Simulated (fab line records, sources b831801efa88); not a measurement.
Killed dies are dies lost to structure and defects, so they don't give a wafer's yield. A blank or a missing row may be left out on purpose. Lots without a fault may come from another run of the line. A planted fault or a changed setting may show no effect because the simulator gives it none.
Which tool did it? | flow gf180mcu | 13 lots, 37 wafers sampled, at 5 steps of a route of 602

WHAT THE GAUGES READ, wafer by wafer
GF_STI_BOW_MEAS_00. Usual: INCOMING_BOW 0 um, standard deviation 6.3.
lot  | measured    | on            | INCOMING_BOW (um) | flag
L990 | day 1 10:01 | film_metro-02 | -10 -7 -5         |
L991 | day 1 15:01 | film_metro-04 | 2 8 3             |
L993 | day 2 01:00 | film_metro-04 | 2 7 -13           |
L995 | day 2 11:00 | film_metro-03 | -3 6 4            |
L996 | day 2 16:01 | film_metro-02 | -2 -2 5           |
L997 | day 2 21:00 | film_metro-03 | 6 6 -2            |
L998 | day 3 02:00 | film_metro-04 | 12 7 9            |
L999 | day 3 07:02 | film_metro-03 | 0 -2 -5           |
L100 | day 3 12:02 | film_metro-02 | 12 4 -3           |
L102 | day 3 22:00 | film_metro-03 | -1 -10 -7         |
L103 | day 4 03:00 | film_metro-03 | -5 9 1            |
L106 | day 4 18:01 | film_metro-04 | 5 0               |
L108 | day 5 04:01 | film_metro-04 | 2 1               |

GF_MVSD_OVL_MEAS_07. Usual: MVSD_OVL -0.5 nm, standard deviation 1.4.
lot  | measured    | on         | MVSD_OVL (nm)  | flag
L990 | day 4 10:08 | overlay-02 | -2.3 0.5 -2.7  |
L991 | day 4 18:16 | overlay-01 | -1.3 0.1 0.2   |
L993 | day 5 04:17 | overlay-02 | 0.3 2.1 0.8    |
L995 | day 5 15:44 | overlay-01 | -1.9 -1.0 -1.1 |
L996 | day 5 21:32 | overlay-01 | 0.1 -0.9 0.2   |
L997 | day 6 03:11 | overlay-02 | 0.4 0.5 2.8    |
L998 | day 6 08:23 | overlay-02 | 0.3 1.9 1.4    |
L999 | day 6 14:23 | overlay-02 | -1.4 -1.5 -0.9 |
L100 | day 6 20:56 | overlay-02 | -1.2 -1.3 -3.9 |
L102 | day 7 08:29 | overlay-01 | 0.9 0.7 0.5    |
L103 | day 7 12:38 | overlay-02 | 1.5 -0.9 -0.6  |
L106 | day 8 07:18 | overlay-02 | -1.5 -3.3      |
L108 | day 9 00:18 | overlay-02 | -2.1 -2.1      |

GF_VT_IMPLANT_OVL_MEAS_07. Usual: VT_IMPLANT_OVL 0.0 nm, standard deviation 1.3.
lot  | measured     | on         | VT_IMPLANT_OVL (nm) | flag
L990 | day 5 14:11  | overlay-01 | 0.6 1.3 -0.1        |
L991 | day 5 23:23  | overlay-01 | -0.2 -2.5 -1.1      |
L993 | day 6 09:29  | overlay-02 | 1.8 -0.5 -0.6       |
L995 | day 6 21:41  | overlay-02 | 0.5 0.3 0.3         |
L996 | day 7 04:39  | overlay-01 | -0.1 -0.5 -2.3      |
L997 | day 7 09:53  | overlay-02 | 0.2 -0.2 -1.5       |
L998 | day 7 16:04  | overlay-02 | 0.4 0.8 2.1         |
L999 | day 7 22:29  | overlay-01 | -1.4 -2.1 -2.0      |
L100 | day 8 05:56  | overlay-01 | 0.5 -1.7 1.1        |
L102 | day 8 18:19  | overlay-02 | 1.1 0.9 0.0         |
L103 | day 8 22:23  | overlay-02 | 1.0 -0.4 0.1        |
L106 | day 9 18:33  | overlay-01 | 0.1 1.0             |
L108 | day 10 12:56 | overlay-01 | 1.5 -0.2            |

WHICH TOOL RAN EACH LOT (tool, then ch and the chambers of the sampled wafers, then the start)
lot  | GF_STI_ETCH_13                    | GF_STI_STRIP_15
L990 | rie_diel-03 ch 1,2,3, day 2 01:49 | plasma_asher-01 ch 0,1, day 2 01:58
L991 | rie_diel-01 ch 0,2,3, day 2 07:58 | plasma_asher-01 ch 0,1, day 2 08:07
L993 | rie_diel-01 ch 0,1, day 2 17:01   | plasma_asher-03 ch 0,1, day 2 17:10
L995 | rie_diel-01 ch 0,1,3, day 3 03:02 | plasma_asher-01 ch 0,1, day 3 03:11
L996 | rie_diel-04 ch 0,1,2, day 3 08:38 | plasma_asher-03 ch 0,1, day 3 08:47
L997 | rie_diel-03 ch 0,1,2, day 3 14:30 | plasma_asher-02 ch 0,1, day 3 14:40
L998 | rie_diel-01 ch 0,1,3, day 3 18:56 | plasma_asher-03 ch 0,1, day 3 19:05
L999 | rie_diel-03 ch 0,2,3, day 3 23:48 | plasma_asher-02 ch 0,1, day 3 23:59
L100 | rie_diel-04 ch 0,1,3, day 4 06:00 | plasma_asher-02 ch 0,1, day 4 06:11
L102 | rie_diel-01 ch 0,2, day 4 15:32   | plasma_asher-03 ch 0,1, day 4 15:41
L103 | rie_diel-03 ch 0,1,2, day 4 19:58 | plasma_asher-02 ch 0,1, day 4 20:07
L106 | rie_diel-01 ch 0,2, day 5 11:30   | plasma_asher-02 ch 1, day 5 11:40
L108 | rie_diel-01 ch 2,3, day 5 22:38   | plasma_asher-01 ch 0, day 5 22:47
- GF_STI_ETCH_13: etches the open film in CHF3/O2, stops on Si, target depth 282.31 nm, time 112.9 s.
- GF_STI_STRIP_15: strips in O2/N2.

WHAT THE TOOLS THEMSELVES READ (means of the sampled wafers that have a number; where no wafer has one, the mark that the record gives instead)
GF_STI_ETCH_13. Usual: drypump_motor_current_A 5.7 A, standard deviation 0.36; oes_product_au 0.835 a.u., standard deviation 0.0068; throttle_valve_pct 8.811 %, standard deviation 0.0093.
lot  | tool        | drypump_motor_current_A (A) | oes_product_au (a.u.) | throttle_valve_pct (%) | flag
L990 | rie_diel-03 | 5.5                         | 0.842                 | 8.818                  |
L991 | rie_diel-01 | 5.7                         | 0.834                 | 8.807                  |
L993 | rie_diel-01 | 6.1                         | 0.832                 | 8.814                  |
L995 | rie_diel-01 | 5.8                         | 0.832                 | 8.820                  |
L996 | rie_diel-04 | 5.5                         | 0.837                 | 8.817                  |
L997 | rie_diel-03 | 5.6                         | 0.832                 | 8.812                  |
L998 | rie_diel-01 | 5.8                         | 0.825                 | 8.797                  |
L999 | rie_diel-03 | 5.5                         | 0.831                 | 8.809                  |
L100 | rie_diel-04 | 5.8                         | 0.845                 | 8.808                  |
L102 | rie_diel-01 | 5.9                         | 0.833                 | 8.817                  |
L103 | rie_diel-03 | 5.7                         | 0.844                 | 8.805                  |
L106 | rie_diel-01 | 5.8                         | 0.847                 | 8.814                  |
L108 | rie_diel-01 | 5.4                         | 0.833                 | 8.813                  |

GF_STI_STRIP_15. Usual: drypump_motor_current_A 5.7 A, standard deviation 0.41; heater_power_w 326 W, standard deviation 23; o2_flow_sccm 3001 sccm, standard deviation 8.4; oes_product_au 0.384 a.u., standard deviation 0.0047; strip_time_to_endpoint_s 3.74 s, standard deviation 0.049.
lot  | tool            | drypump_motor_current_A (A) | heater_power_w (W) | o2_flow_sccm (sccm) | oes_product_au (a.u.) | strip_time_to_endpoint_s (s) | flag
L990 | plasma_asher-01 | 6.0                         | 346                | 3003                | 0.386                 | 3.74                         |
L991 | plasma_asher-01 | 6.0                         | 346                | 3003                | 0.387                 | 3.75                         |
L993 | plasma_asher-03 | 5.3                         | 333                | 2996                | 0.382                 | 3.68                         |
L995 | plasma_asher-01 | 6.0                         | 346                | 3011                | 0.381                 | 3.72                         |
L996 | plasma_asher-03 | 5.4                         | 324                | 2999                | 0.389                 | 3.79                         |
L997 | plasma_asher-02 | 5.9                         | 305                | 2992                | 0.386                 | 3.74                         |
L998 | plasma_asher-03 | 5.3                         | 343                | 3004                | 0.387                 | 3.75                         |
L999 | plasma_asher-02 | 6.0                         | 311                | 3001                | 0.377                 | 3.75                         |
L100 | plasma_asher-02 | 5.9                         | 305                | 2998                | 0.389                 | 3.74                         |
L102 | plasma_asher-03 | 5.4                         | 328                | 3000                | 0.382                 | 3.73                         |
L103 | plasma_asher-02 | 5.9                         | 303                | 3003                | 0.388                 | 3.72                         |
L106 | plasma_asher-02 | 5.7                         | 298                | 3007                | 0.359                 | 3.08                         | OFF
L108 | plasma_asher-01 | 5.3                         | 348                | 3009                | 0.328                 | 2.42                         | OFF

THE ANSWER, worked out from the rows above alone
Rule: a lot is off if the mean of its wafers that have a number lies more than 3 standard deviations from the usual mean. A lot without any number at a reading at which 4 lots or more have one is off too. The other lots that the step has rows for count as sound. The gauges are gone through in route order, then the tools' own readings, and for those a lot's mean is taken as printed above. The first step at which some lot is off is used, and at that step the reading that is off furthest; a lot without a number counts as furthest.
Off: L106, L108, at GF_STI_STRIP_15 (strip_time_to_endpoint_s).
A tool fits if, at that step or a process step before it, it ran every lot that is off, and no sound lot after the first of them. One fits: rie_diel-01 at GF_STI_ETCH_13. Its last sound lot is L102 (day 4 15:32), its first lot that is off L106 (day 5 11:30): a fault that began between those two fits.

WHAT THE SIMULATOR HAD PUT IN
Process parameter drift: rie_diel-01, from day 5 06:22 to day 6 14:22, at GF_STI_ETCH_13. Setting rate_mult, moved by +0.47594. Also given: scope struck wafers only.
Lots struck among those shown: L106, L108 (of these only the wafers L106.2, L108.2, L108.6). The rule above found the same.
